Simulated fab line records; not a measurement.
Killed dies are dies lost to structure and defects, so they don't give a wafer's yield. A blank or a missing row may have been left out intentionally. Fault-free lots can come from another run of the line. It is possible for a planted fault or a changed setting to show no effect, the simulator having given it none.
fab line records	flow sky130
record lots=12	wafers=36	last-day=50
route steps=708 shown VIA4@653 METAL5@675 PASSIVATION@682 PAD_OPEN@702
lots with no fault: from the same line, run without faults
start-h: hours from the record's first day to the start of the lot's first wafer shown	wait-h: hours from the lot's prior step to this one	" identical to the entry in the row above	L1.1+2: a row that stands for several wafers	- no value, or no start was given	* or withheld: withheld	< > ~ a bound
route shown NAME@n: NAME is a module with steps in the file, n the number in the route of the first one	usual: average and standard deviation across the fault-free wafers	same: alike in all rows	chamber/n: place in a boat	sites: readings site by site	_std_site: how widely they spread, as a standard deviation	_edge_site: mean of outer sites minus mean of inner sites	radius-mm: how far each site lies from the wafer's centre	mask NAME#n: copy n	behind: tool/chamber where the wafer was last shaped	hold: why the lot was held/for how many hours/how that ended	device: names the non-switching transistor (n, p or np)	end of line: the tests these same wafers got at the end of their route	a step without rows: its recipe alone	killed: dies that structure and defects cost at the first sort, which is not the same as the wafer's yield	map: shows each die of a wafer: x if killed, . if not, _ if none is there
set.NAME: the setting that was run; set.NAME@STEP: the one run at that earlier step	model.NAME: the simulator's own value behind a step, which no gauge read
route steps across a sampled set of lots; one table per step, one row per wafer
services: the hour from which a tool's chamber was out of use, counted from the record's first day as start-h (under 0 if before that day), plus the number of hours and why
## steps
# step SKY_VIA4_STRIP_14
# recipe chemistry=post-etch-residue-remover	time-s=1200	temp-c=72.5
lot.wafer	tool	chamber	start-h	wait-h
L758.1+5+6	wet-bench-03	1	999.74	0.1
L759.3+4+5	wet-bench-04	3	1009.33	0.0
L760.3+4+6	wet-bench-02	1	1012.87	0.0
L761.1+2+3	wet-bench-02	3	1019.32	0.1
L766.2+4+6	wet-bench-04	0	1059.53	0.1
L767.1+4+6	wet-bench-03	2	1068.13	0.1
L769.1+3+5	wet-bench-03	3	1093.24	0.1
L773.2+3+5	wet-bench-04	0	1108.77	0.1
L774.2+4+5	wet-bench-02	2	1110.64	0.1
L776.1+2+4	wet-bench-04	3	1112.03	0.1
L779.1+2+5	wet-bench-02	3	1131.39	0.1
L780.1+5+6	wet-bench-02	3	1137.04	0.1
# step SKY_METAL5_DESCUM_14
# recipe chemistry=O2	source-power-w=150	bias-power-w=0	pressure-mtorr=10	temp-c=40	time-s=11
# usual drypump-motor-current-A=5.9/0.39	oes-product-au=1.005/0.0095	rf-fwd-power-W=147.5/0.9
lot.wafer	tool	chamber	start-h	wait-h	drypump-motor-current-A	oes-product-au	rf-fwd-power-W	rf-hours-counter-h
L758.1	rie-metal-02	1	1023.47	0.1	6.4	1.013	146.9	3
L758.5	"	0	"	"	6.4	1.018	146.5	-
L758.6	"	1	"	"	6.4	1.008	146.9	-
L759.3	rie-metal-01	1	1033.63	0.1	5.6	0.993	148.1	-
L759.4	"	0	"	"	5.8	0.995	148.6	-
L759.5	"	1	"	"	5.6	0.989	147.6	-
L760.3	rie-metal-01	1	1037.08	0.1	5.7	0.988	148.2	-
L760.4	"	0	"	"	5.8	0.997	148.0	-
L760.6	"	0	"	"	5.7	1.001	147.5	-
L761.1	rie-metal-02	1	1043.67	0.1	6.4	1.009	146.2	4
L761.2	"	0	"	"	6.4	1.005	146.8	12
L761.3	"	0	"	"	6.3	1.016	147.0	-
L766.2	rie-metal-02	1	1081.77	0.1	6.4	1.009	146.3	7
L766.4	"	1	"	"	6.4	0.997	146.1	-
L766.6	"	0	"	"	6.3	1.009	147.1	-
L767.1	rie-metal-02	1	1089.97	0.1	6.4	1.008	147.1	8
L767.4	"	1	"	"	6.4	1.005	147.1	-
L767.6	"	0	"	"	6.4	1.000	147.1	-
L769.1	rie-metal-02	1	1113.82	0.1	6.5	1.002	147.3	10
L769.3	"	0	"	"	6.3	1.003	147.2	-
L769.5	"	1	"	"	6.5	0.993	147.3	-
L773.2	rie-metal-01	1	1129.52	0.1	5.6	0.993	147.3	14
L773.3	"	0	"	"	5.7	0.993	148.2	-
L773.5	"	0	"	"	5.7	1.003	149.2	-
L774.2	rie-metal-01	1	1131.07	0.1	5.6	1.003	147.5	14
L774.4	"	1	"	"	5.6	1.000	147.9	-
L774.5	"	1	"	"	5.6	0.995	148.3	-
L776.1	rie-metal-04	0	1132.28	0.1	5.3	1.012	146.3	18
L776.2	"	1	"	"	6.0	1.021	149.3	15
L776.4	"	1	"	"	6.0	1.013	149.3	-
L779.1	rie-metal-04	0	1151.08	0.1	5.3	1.008	146.1	20
L779.2	"	1	"	"	6.0	1.019	148.4	17
L779.5	"	0	"	"	5.3	1.017	146.1	-
L780.1	rie-metal-04	0	1156.57	0.1	5.3	1.004	146.6	21
L780.5	"	1	"	"	6.0	1.005	147.9	-
L780.6	"	0	"	"	5.2	1.008	146.0	-
# step SKY_PASSIVATION_THK_MEAS_01
# recipe reads=SiO2_of_PASSIVATION_CVD_00
# usual PASSIVATION_CVD_00_THK=90.1/1.1
lot.wafer	tool	chamber	start-h	wait-h	PASSIVATION_CVD_00_THK[nm]
L758.1	film-metro-04	-	1024.45	-	89.0
L758.5	"	-	"	"	90.2
L758.6	"	-	"	"	88.6
L759.3	film-metro-01	-	1034.68	-	90.9
L759.4	"	-	"	"	90.5
L759.5	"	-	"	"	91.3
L760.3	film-metro-02	-	1038.01	-	89.0
L760.4	"	-	"	"	89.2
L760.6	"	-	"	"	90.6
L761.1	film-metro-02	-	1044.55	-	89.0
L761.2	"	-	"	"	89.8
L761.3	"	-	"	"	89.0
L766.2	film-metro-01	-	1083.14	-	90.6
L766.4	"	-	"	"	92.1
L766.6	"	-	"	"	91.7
L767.1	film-metro-04	-	1090.85	-	91.9
L767.4	"	-	"	"	91.4
L767.6	"	-	"	"	91.7
L769.1	film-metro-04	-	1114.70	-	89.3
L769.3	"	-	"	"	89.5
L769.5	"	-	"	"	90.5
L773.2	film-metro-01	-	1130.44	-	89.1
L773.3	"	-	"	"	88.9
L773.5	"	-	"	"	91.0
L774.2	film-metro-04	-	1131.96	-	90.3
L774.4	"	-	"	"	91.6
L774.5	"	-	"	"	90.0
L776.1	film-metro-04	-	1133.16	-	89.2
L776.2	"	-	"	"	90.1
L776.4	"	-	"	"	90.6
L779.1	film-metro-02	-	1151.96	-	88.3
L779.2	"	-	"	"	89.8
L779.5	"	-	"	"	90.1
L780.1	film-metro-01	-	1157.47	-	90.1
L780.5	"	-	"	"	90.5
L780.6	"	-	"	"	91.7
# step SKY_PAD_OPEN_STRIP_08
# recipe chemistry=O2/N2	power-w=1400	pressure-mtorr=1500	platen-temp-c=withheld	overash-fraction=0.7	o2-flow-sccm=3000	n2-flow-sccm=300
# usual drypump-motor-current-A=6.1/0.3	oes-product-au=0.663/0.0048	strip-time-to-endpoint-s=37.06/0.095
lot.wafer	tool	chamber	start-h	wait-h	drypump-motor-current-A	oes-product-au	rf-hours-counter-h	strip-time-to-endpoint-s
L758.1	plasma-asher-02	1	1069.02	0.1	5.6	0.658	96	36.96
L758.5	"	1	"	"	5.6	0.661	-	37.02
L758.6	"	0	"	"	5.9	0.664	-	36.88
L759.3	plasma-asher-02	0	1079.10	0.1	5.8	0.671	-	37.07
L759.4	"	1	"	"	5.6	0.658	-	37.19
L759.5	"	1	"	"	5.6	0.667	-	37.20
L760.3	plasma-asher-02	1	1081.61	0.1	5.6	0.661	-	37.07
L760.4	"	0	"	"	5.8	0.663	-	36.94
L760.6	"	1	"	"	5.6	0.664	-	37.08
L761.1	plasma-asher-03	0	1087.03	0.1	6.4	0.672	65	36.86
L761.2	"	1	"	"	6.0	0.665	65	36.85
L761.3	"	1	"	"	6.0	0.669	-	36.84
L766.2	plasma-asher-02	0	1123.47	0.1	5.8	0.671	101	37.20
L766.4	"	0	"	"	5.8	0.664	-	37.15
L766.6	"	0	"	"	5.9	0.663	-	37.16
L767.1	plasma-asher-02	0	1130.17	0.1	5.8	0.664	102	37.16
L767.4	"	1	"	"	5.6	0.665	-	37.15
L767.6	"	1	"	"	5.6	0.662	-	37.06
L769.1	plasma-asher-01	1	1152.97	0.1	5.9	0.665	40	37.04
L769.3	"	1	"	"	5.9	0.661	-	36.95
L769.5	"	1	"	"	5.9	0.675	-	37.02
L773.2	plasma-asher-01	1	1166.48	0.1	5.9	0.668	42	37.11
L773.3	"	1	"	"	5.9	0.660	-	37.10
L773.5	"	1	"	"	5.9	0.669	-	37.13
L774.2	plasma-asher-03	1	1169.13	0.1	6.0	0.665	73	37.09
L774.4	"	1	"	"	6.0	0.655	-	37.11
L774.5	"	0	"	"	6.4	0.661	-	37.07
L776.1	plasma-asher-03	0	1170.17	0.1	6.4	0.658	73	37.04
L776.2	"	1	"	"	6.0	0.663	73	37.11
L776.4	"	1	"	"	6.0	0.658	-	36.99
L779.1	plasma-asher-03	1	1185.62	0.1	6.0	0.667	75	37.06
L779.2	"	0	"	"	6.4	0.663	75	37.05
L779.5	"	1	"	"	6.0	0.667	-	37.08
L780.1	plasma-asher-01	0	1189.92	0.1	6.4	0.666	45	37.20
L780.5	"	0	"	"	6.4	0.665	-	37.16
L780.6	"	1	"	"	5.9	0.659	-	37.13
# step SKY_PAD_OPEN_PROBE_99
# usual defect-limited-yield=82.3/2	killed_at_M0_to_M3=44/7.1	killed_at_M4_up=3.3/1.8	killed-at-contacts=24/5.1	killed-at-front-end=16/4.7	killed-at-other=0.3/0.52	killed-dies=87/9.7	killed-open=47/6.8	killed-short=39/6.7	sort_bin_3_pad_short=0.9/0.43	sort_bin_5_function=10.4/1.4	sort_bin_6_memory=6.4/1.2	sort-n-pass=405/9.7	sort-yield-pct=82.3/2
# same gross-dies=492	killed-at-back-side=0	sort_bin_4_leakage[%]=0	sort_bin_8_speed[%]=0
lot.wafer	tool	chamber	start-h	wait-h	defect-limited-yield[%]	killed_at_M0_to_M3	killed_at_M4_up	killed-at-contacts	killed-at-front-end	killed-at-other	killed-dies	killed-open	killed-short	sort_bin_3_pad_short[%]	sort_bin_5_function[%]	sort_bin_6_memory[%]	sort-n-pass	sort-yield-pct[%]
L758.1	prober-01	-	1071.23	0.1	79.5	46	3	30	22	0	101	64	37	0.4	13.2	6.9	391	79.5
L758.5	prober-01	-	1071.43	0.2	78.0	60	4	36	8	0	108	58	50	1.4	12.4	8.1	384	78.0
L758.6	prober-01	-	1071.48	0.2	83.7	45	0	22	13	0	80	42	38	1.0	9.6	5.7	412	83.7
L759.3	prober-01	-	1081.85	0.2	83.1	40	2	28	13	0	83	44	39	0.4	12.0	4.5	409	83.1
L759.4	prober-01	-	1081.90	0.2	85.0	41	4	17	11	1	74	28	46	1.0	8.7	5.3	418	85.0
L759.5	prober-01	-	1081.95	0.2	81.7	49	3	22	15	1	90	47	43	0.8	12.6	4.9	402	81.7
L760.3	prober-02	-	1083.95	0.2	81.9	45	5	23	16	0	89	44	45	0.8	10.8	6.5	403	81.9
L760.4	prober-02	-	1084.00	0.2	83.3	41	2	22	17	0	82	45	37	0.4	10.2	6.1	410	83.3
L760.6	prober-02	-	1084.10	0.2	81.9	53	3	18	15	0	89	45	44	1.0	12.4	4.7	403	81.9
L769.1	prober-02	-	1155.45	0.1	74.8	36	59	16	13	0	124	35	33	3.3	15.9	6.1	368	74.8
L769.3	prober-02	-	1155.55	0.2	69.9	37	64	26	20	1	148	43	46	3.9	18.3	7.9	344	69.9
L769.5	prober-02	-	1155.65	0.2	72.8	38	54	20	22	0	134	35	49	3.9	16.3	7.1	358	72.8
# killed by level:class
L758.1 VIA2:geometric-particle:open=13 CONTACT:geometric-particle:open=12 LI_CONTACT:geometric-particle:open=9 VIA1:geometric-particle:open=8 VIA1:geometric-particle:short=7 POLY_GATE:geometric-particle:open=6 METAL1:geometric-particle:short=6 VIA3:geometric-particle:open=5
L758.5 VIA1:geometric-particle:open=16 CONTACT:geometric-particle:open=15 METAL1:geometric-particle:short=11 VIA2:geometric-particle:open=9 LI_CONTACT:geometric-particle:open=8 LI_CONTACT:geometric-particle:short=6 VIA1:geometric-particle:short=6 LOCAL_INTERCONNECT:geometric-particle:short=5
L758.6 VIA1:geometric-particle:open=14 CONTACT:geometric-particle:open=8 LI_CONTACT:geometric-particle:open=6 CONTACT:geometric-particle:short=6 VIA1:geometric-particle:short=6 VIA2:geometric-particle:short=6 METAL3:geometric-particle:short=6 FIELD_ISO:geometric-particle:open=4
L759.3 VIA1:geometric-particle:open=12 CONTACT:geometric-particle:open=9 VIA3:geometric-particle:open=9 LOCAL_INTERCONNECT:geometric-particle:short=6 LI_CONTACT:geometric-particle:open=5 VIA1:geometric-particle:short=5 CONTACT:geometric-particle:short=5 POLY_GATE:geometric-particle:short=4
L759.4 METAL2:geometric-particle:short=9 VIA1:geometric-particle:open=6 FIELD_ISO:geometric-particle:short=5 CONTACT:geometric-particle:open=5 CONTACT:geometric-particle:short=5 METAL1:geometric-particle:short=5 VIA2:geometric-particle:open=5 VIA2:geometric-particle:short=5
L759.5 CONTACT:geometric-particle:open=12 VIA1:geometric-particle:open=9 VIA2:geometric-particle:open=8 METAL2:geometric-particle:short=6 VIA3:geometric-particle:open=6 VIA3:geometric-particle:short=6 LI_CONTACT:geometric-particle:short=5 POLY_GATE:geometric-particle:short=4
L760.3 VIA1:geometric-particle:open=11 CONTACT:geometric-particle:open=10 POLY_GATE:geometric-particle:short=6 METAL2:geometric-particle:short=6 LI_CONTACT:geometric-particle:open=6 VIA3:geometric-particle:short=6 METAL1:geometric-particle:short=5 VIA3:geometric-particle:open=4
L760.4 CONTACT:geometric-particle:open=9 VIA3:geometric-particle:open=7 VIA1:geometric-particle:open=6 METAL2:geometric-particle:short=6 FIELD_ISO:geometric-particle:short=5 POLY_GATE:geometric-particle:short=5 LI_CONTACT:geometric-particle:open=5 VIA2:geometric-particle:open=5
L760.6 VIA2:geometric-particle:open=11 METAL2:geometric-particle:short=10 FIELD_ISO:geometric-particle:open=6 VIA3:geometric-particle:open=6 LI_CONTACT:geometric-particle:open=6 VIA2:geometric-particle:short=6 CONTACT:geometric-particle:open=5 VIA1:geometric-particle:open=5
L769.1 VIA4:unspecified=56 CONTACT:geometric-particle:open=6 VIA1:geometric-particle:open=6 VIA2:geometric-particle:open=5 VIA3:geometric-particle:open=5 FIELD_ISO:geometric-particle:short=4 METAL2:geometric-particle:short=4 POLY_GATE:geometric-particle:short=3
L769.3 VIA4:unspecified=58 CONTACT:geometric-particle:open=10 VIA1:geometric-particle:open=10 CONTACT:geometric-particle:short=7 METAL4:geometric-particle:short=6 FIELD_ISO:geometric-particle:short=5 LOCAL_INTERCONNECT:geometric-particle:short=5 VIA3:geometric-particle:open=5
L769.5 VIA4:unspecified=50 METAL1:geometric-particle:short=9 CONTACT:geometric-particle:open=9 FIELD_ISO:geometric-particle:short=8 VIA1:geometric-particle:open=6 FIELD_ISO:geometric-particle:open=5 METAL2:geometric-particle:short=5 VIA3:geometric-particle:open=5
## services
tool	chamber	start-h	hours	kind
wet-bench-02	-	976.66	6.1	repair
plasma-asher-03	-	1014.03	1.5	repair
rie-metal-01	0	1016.04	-	clean
rie-metal-01	0	1016.04	15.0	scheduled-down
rie-metal-01	0	1016.04	15.0	vent-cycle
wet-bench-04	-	1024.39	2.1	repair
rie-metal-01	-	1039.36	0.6	repair
plasma-asher-01	-	1045.23	1.6	repair
rie-metal-04	1	1053.16	7.4	repair
plasma-asher-03	-	1056.49	2.8	pm
plasma-asher-01	-	1065.47	13.0	repair
plasma-asher-01	-	1083.07	2.8	repair
rie-metal-01	0	1083.38	21.9	repair
plasma-asher-01	-	1119.45	0.5	repair
plasma-asher-03	-	1151.60	3.1	repair
wet-bench-02	-	1152.92	3.7	repair
wet-bench-02	-	1163.62	1.4	repair
plasma-asher-02	-	1164.49	9.1	repair
rie-metal-01	0	1165.13	7.1	repair
plasma-asher-03	-	1172.57	1.9	repair
## key
first-sign step=SKY_PAD_OPEN_PROBE_99	reading=killed_at_M4_up	direction=up	sigmas=31	usual=3.3	struck=59
effect step=SKY_PAD_OPEN_PROBE_99	reading=sort_bin_3_pad_short	direction=up	sigmas=6.5	usual=0.9	struck=3.7
met-at SKY_VIA4_STRIP_14
struck-lots L769
struck-wafers L769.1,L769.3,L769.5
not-acting-at SKY_METAL5_DESCUM_14,SKY_PASSIVATION_THK_MEAS_01,SKY_PAD_OPEN_STRIP_08
fault kind=chamber-particle-source	tool=wet-bench-03	chamber=3	onset-h=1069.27	steps=SKY_VIA4_STRIP_14	rate-per-visit-cm2=0.92589	end-h=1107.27
